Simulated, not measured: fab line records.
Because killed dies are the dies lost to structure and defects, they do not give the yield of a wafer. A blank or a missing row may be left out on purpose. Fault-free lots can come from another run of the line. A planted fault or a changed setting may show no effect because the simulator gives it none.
Comparing a struck lot with a sound one ; flow gf180mcu ; 21 steps out of a route of 602
Sound: the wafers L377.1, L377.2, L377.6. Wafers L394.1, L394.2, L394.5 were the ones struck. The cause is given at the end.
For every step that has rows: the tool of each side, followed by ch and its chambers, followed by its first start. Under that, the readings that differ: sound wafers ; struck wafers ; difference of the means ; sigmas: that difference in standard deviations of wafers without a fault.
alike: words and numbers the same on both sides, and readings whose means are apart by under 2 such deviations; not compared: readings that were withheld, readings missing a value for some wafer, numbers with overlapping values and no deviation given by the record, and bounds like >300 which may hide the same value.
The two part at a step that has a row with sigmas, a row that says differs or no value, or rows on one side only. When numbers do not overlap yet have no deviation, they are printed without sigmas and do not part them. A reading that every wafer of one side lacks parts them only if that side has two wafers or more.

first, 2 steps without rows for these wafers: GF_M3_CLEAN_19 (cleans in DIW); GF_V3_CVD_00 (deposits SiO2, target thk 600 nm, time 100 s).
GF_V3_THK_MEAS_01:
  sound on film metro-02 at day 23 10:14; struck on film metro-01 at day 28 20:14
  alike: V3_CVD_00_THK
GF_V3_CVD_02: deposits SiO2 from TEOS, target thk 850 nm, time 94.851 s.
  sound on pecvd-01 ch 0,1,2, day 23 10:18; struck on pecvd-01 ch 0,2, day 28 20:18
  alike: heater power w
GF_V3_THK_MEAS_03:
  sound on film metro-04 at day 23 10:22; struck on film metro-02 at day 28 20:22
  alike: V3_CVD_02_THK
GF_V3_CMP_04: polishes SiO2.
  sound on cmp-01 ch 1,2, day 23 10:26; struck on cmp-02 ch 0,3, day 28 20:26
  alike: motor current A, slurry flow ml min, time to endpoint s
GF_V3_BOW_MEAS_05:
  sound on film metro-04 at day 23 10:44; struck on film metro-04 at day 28 20:44
reading;sound;struck;difference;sigmas
V3_BOW (um);111 104 102;125 131 123;+21;+3
then, 5 steps without rows for these wafers: GF_V3_DEHYDRATE_06 (time 60 s); GF_V3_HMDS_07 (prime time 60 s); GF_V3_COAT_08; GF_V3_COAT_09 (resist thk 1000 nm); GF_V3_SOFTBAKE_10 (time 60 s).
GF_V3_EXPOSE_11: exposes mask Via3, target cd 260 nm.
  sound on krf scanner-01 ch 0, day 23 22:31; struck on krf scanner-01 ch 0, day 29 06:48
reading;sound;struck;difference;sigmas
exposure dose mJ cm2;37.97 37.95 37.99;27.63 27.66 27.65;-10.32;-99 or more
  alike: mask
then, 2 steps without rows for these wafers: GF_V3_PEB_12 (peb time 90 s); GF_V3_DEVELOP_13 (develop time 60 s).
GF_V3_CD_MEAS_14: the cd target is 260 nm.
  sound on cd sem-02 at day 24 09:41; struck on cd sem-02 at day 29 16:32
reading;sound;struck;difference;sigmas
cd nm (nm);259.5 259.3 259.3;213.2 213.6 213.3;-46.0;-46
  not compared: hold
GF_V3_OVL_MEAS_15:
  the record has rows for the sound wafers here (overlay-01, day 24 09:48) and none for the struck ones
GF_V3_ETCH_16: etches BARC in N2/H2.
  the record has rows for the sound wafers here (rie diel-03 ch 1,3, day 24 09:50) and none for the struck ones
GF_V3_ETCH_17: etches SiO2 in C4F8/O2/Ar, stops on TiN, target depth 635 nm.
  the record has rows for the sound wafers here (rie diel-03 ch 1,3) and none for the struck ones
GF_V3_STRIP_18: strips in O2/N2.
  the record has rows for the sound wafers here (plasma asher-01 ch 0,1, day 24 09:58) and none for the struck ones
GF_PASSIVATION_PROBE_99:
  the record has rows for the sound wafers here (prober-02, day 30 22:58) and none for the struck ones

## WHERE THEY PART
Earliest at GF_V3_BOW_MEAS_05; latest, in this record, at GF_PASSIVATION_PROBE_99.

WHY: whatever the simulator had introduced
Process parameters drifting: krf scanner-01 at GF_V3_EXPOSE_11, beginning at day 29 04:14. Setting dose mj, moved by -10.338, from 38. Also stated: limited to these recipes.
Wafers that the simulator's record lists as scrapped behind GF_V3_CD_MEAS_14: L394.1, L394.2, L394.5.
